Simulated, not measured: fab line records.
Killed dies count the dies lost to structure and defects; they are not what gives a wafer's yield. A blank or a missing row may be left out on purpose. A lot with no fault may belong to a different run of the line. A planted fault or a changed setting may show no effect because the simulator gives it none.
Which tool did it?    flow sky130    13 lots, 39 wafers sampled, at 4 steps of a route of 708

== WHAT THE GAUGES READ, wafer by wafer ==
SKY_SONOS_ONO_THK_MEAS_03. Usual: SONOS_ONO_CVD_02_THK 10.49 nm, standard deviation 0.12.
lot   measured      on             SONOS_ONO_CVD_02_THK (nm)  flag
L961  day 11 21:40  film_metro-03  10.53 10.45 10.42          
L962  day 12 00:05  film_metro-03  10.79 10.67 10.69          
L963  day 12 15:30  film_metro-03  10.47 10.30 10.37          
L964  day 12 15:30  film_metro-04  10.44 10.56 10.42          
L965  day 13 05:23  film_metro-04  10.54 10.64 10.60          
L966  day 13 05:24  film_metro-01  10.36 10.43 10.37          
L973  day 15 11:07  film_metro-01  10.37 10.34 10.33          
L975  day 16 05:30  film_metro-03  10.58 10.45 10.60          
L977  day 17 06:44  film_metro-01  10.40 10.45 10.47          
L979  day 17 18:49  film_metro-01  10.45 10.41 10.31          
L981  day 18 03:02  film_metro-04  10.53 10.54 10.51          
L983  day 19 08:29  film_metro-04  10.43 10.48 10.61          
L984  day 19 19:05  film_metro-03  10.67 10.58 10.50          

== TOOL THAT RAN EACH LOT (tool first, then ch and the chambers of the sampled wafers, then the start) ==
lot   SKY_VT_ADJUST_LVTN_STRIP_09           SKY_VT_ADJUST_LVTN_IMPLANT_19    SKY_VT_ADJUST_LVTN_STRIP_20
L961  plasma_asher-04 ch 0,1, day 7 02:55   implanter-02 ch 0, day 7 23:06   plasma_asher-04 ch 0,1, day 7 23:13
L962  plasma_asher-01 ch 0,1, day 7 07:38   implanter-02 ch 0, day 8 03:12   plasma_asher-02 ch 0,1, day 8 03:18
L963  plasma_asher-01 ch 0,1, day 7 16:01   implanter-03 ch 0, day 8 11:04   plasma_asher-02 ch 0,1, day 8 11:13
L964  plasma_asher-04 ch 0,1, day 7 17:49   implanter-03 ch 0, day 8 13:34   plasma_asher-01 ch 0,1, day 8 13:43
L965  plasma_asher-01 ch 0,1, day 8 02:01   implanter-02 ch 0, day 8 22:34   plasma_asher-04 ch 0,1, day 8 22:43
L966  plasma_asher-02 ch 0,1, day 8 06:49   implanter-02 ch 0, day 9 03:33   plasma_asher-01 ch 0, day 9 03:40
L973  plasma_asher-04 ch 0,1, day 10 03:31  implanter-02 ch 0, day 11 02:49  plasma_asher-04 ch 0,1, day 11 02:58
L975  plasma_asher-02 ch 0,1, day 10 18:10  implanter-02 ch 0, day 11 17:50  plasma_asher-04 ch 0,1, day 11 17:58
L977  plasma_asher-02 ch 0,1, day 11 13:34  implanter-04 ch 0, day 12 14:31  plasma_asher-01 ch 0,1, day 12 14:40
L979  plasma_asher-04 ch 0,1, day 12 00:22  implanter-03 ch 0, day 13 00:40  plasma_asher-01 ch 0,1, day 13 00:49
L981  plasma_asher-02 ch 0,1, day 12 09:40  implanter-03 ch 0, day 13 10:01  plasma_asher-02 ch 0,1, day 13 10:10
L983  plasma_asher-04 ch 0,1, day 13 07:49  implanter-02 ch 0, day 14 09:28  plasma_asher-01 ch 0,1, day 14 09:37
L984  plasma_asher-04 ch 0,1, day 13 16:56  implanter-02 ch 0, day 14 18:58  plasma_asher-01 ch 0,1, day 14 19:06
- SKY_VT_ADJUST_LVTN_STRIP_09: strips in O2/N2.
- SKY_VT_ADJUST_LVTN_IMPLANT_19
- SKY_VT_ADJUST_LVTN_STRIP_20: strips in O2/N2.

== WHAT THE TOOLS THEMSELVES READ (means of the sampled wafers that have a number; where no wafer has one, the mark that the record gives instead) ==
SKY_VT_ADJUST_LVTN_STRIP_09. Usual: drypump_motor_current_A 5.73 A, standard deviation 0.13; oes_product_au 0.723 a.u., standard deviation 0.0045; strip_time_to_endpoint_s 36.93 s, standard deviation 0.11.
lot   tool             drypump_motor_current_A (A)  oes_product_au (a.u.)  strip_time_to_endpoint_s (s)  flag
L961  plasma_asher-04  5.78                         0.723                  36.72                         
L962  plasma_asher-01  5.57                         0.722                  36.89                         
L963  plasma_asher-01  5.65                         0.722                  36.96                         
L964  plasma_asher-04  5.84                         0.720                  37.14                         
L965  plasma_asher-01  5.66                         0.717                  36.90                         
L966  plasma_asher-02  5.70                         0.722                  37.04                         
L973  plasma_asher-04  5.80                         0.727                  36.98                         
L975  plasma_asher-02  5.78                         0.724                  37.03                         
L977  plasma_asher-02  5.78                         0.718                  37.05                         
L979  plasma_asher-04  5.79                         0.723                  36.93                         
L981  plasma_asher-02  5.77                         0.728                  36.87                         
L983  plasma_asher-04  5.83                         0.722                  36.98                         
L984  plasma_asher-04  5.80                         0.721                  36.91                         

SKY_VT_ADJUST_LVTN_IMPLANT_19. Usual: beam_energy_keV reads 29.997 (standard deviation 0.01).
lot   tool          beam_energy_keV  flag
L961  implanter-02  29.993           
L962  implanter-02  29.990           
L963  implanter-03  29.990           
L964  implanter-03  29.993           
L965  implanter-02  29.993           
L966  implanter-02  30.000           
L973  implanter-02  30.679           OFF
L975  implanter-02  30.678           OFF
L977  implanter-04  30.011           
L979  implanter-03  29.994           
L981  implanter-03  30.011           
L983  implanter-02  30.010           
L984  implanter-02  29.997           

SKY_VT_ADJUST_LVTN_STRIP_20. Usual: drypump_motor_current_A 5.70 A, standard deviation 0.14; oes_product_au 0.716 a.u., standard deviation 0.0046; strip_time_to_endpoint_s 14.19 s, standard deviation 0.043.
lot   tool             drypump_motor_current_A (A)  oes_product_au (a.u.)  strip_time_to_endpoint_s (s)  flag
L961  plasma_asher-04  5.84                         0.716                  14.21                         
L962  plasma_asher-02  5.78                         0.715                  14.21                         
L963  plasma_asher-02  5.69                         0.716                  14.18                         
L964  plasma_asher-01  5.67                         0.715                  14.24                         
L965  plasma_asher-04  5.83                         0.722                  14.15                         
L966  plasma_asher-01  5.50                         0.719                  14.21                         
L973  plasma_asher-04  5.82                         0.716                  14.22                         
L975  plasma_asher-04  5.82                         0.721                  14.22                         
L977  plasma_asher-01  5.57                         0.715                  14.17                         
L979  plasma_asher-01  5.57                         0.716                  14.26                         
L981  plasma_asher-02  5.78                         0.715                  14.13                         
L983  plasma_asher-01  5.57                         0.721                  14.17                         
L984  plasma_asher-01  5.66                         0.715                  14.25                         

== THE ANSWER, worked out from the rows above alone ==
Rule: a lot counts as off when the mean over its wafers that have a number is more than 3 standard deviations away from the usual mean. A lot without any number at a reading at which 4 lots or more have one is off too. All remaining lots with rows at the step are treated as sound. Order of review: gauges by route order, followed by the tools' own readings, for which a lot's mean as printed above is used. At the first step where some lot is off, the reading lying furthest off is the one used; lots without a number count as furthest.
Off: L973, L975, at SKY_VT_ADJUST_LVTN_IMPLANT_19 (beam_energy_keV).
If a tool, at that step or one of the process steps before it, ran each lot that is off and ran no sound lot following the first of them, it fits. Of those tried, none fits.

== WHAT THE SIMULATOR PUT IN ==
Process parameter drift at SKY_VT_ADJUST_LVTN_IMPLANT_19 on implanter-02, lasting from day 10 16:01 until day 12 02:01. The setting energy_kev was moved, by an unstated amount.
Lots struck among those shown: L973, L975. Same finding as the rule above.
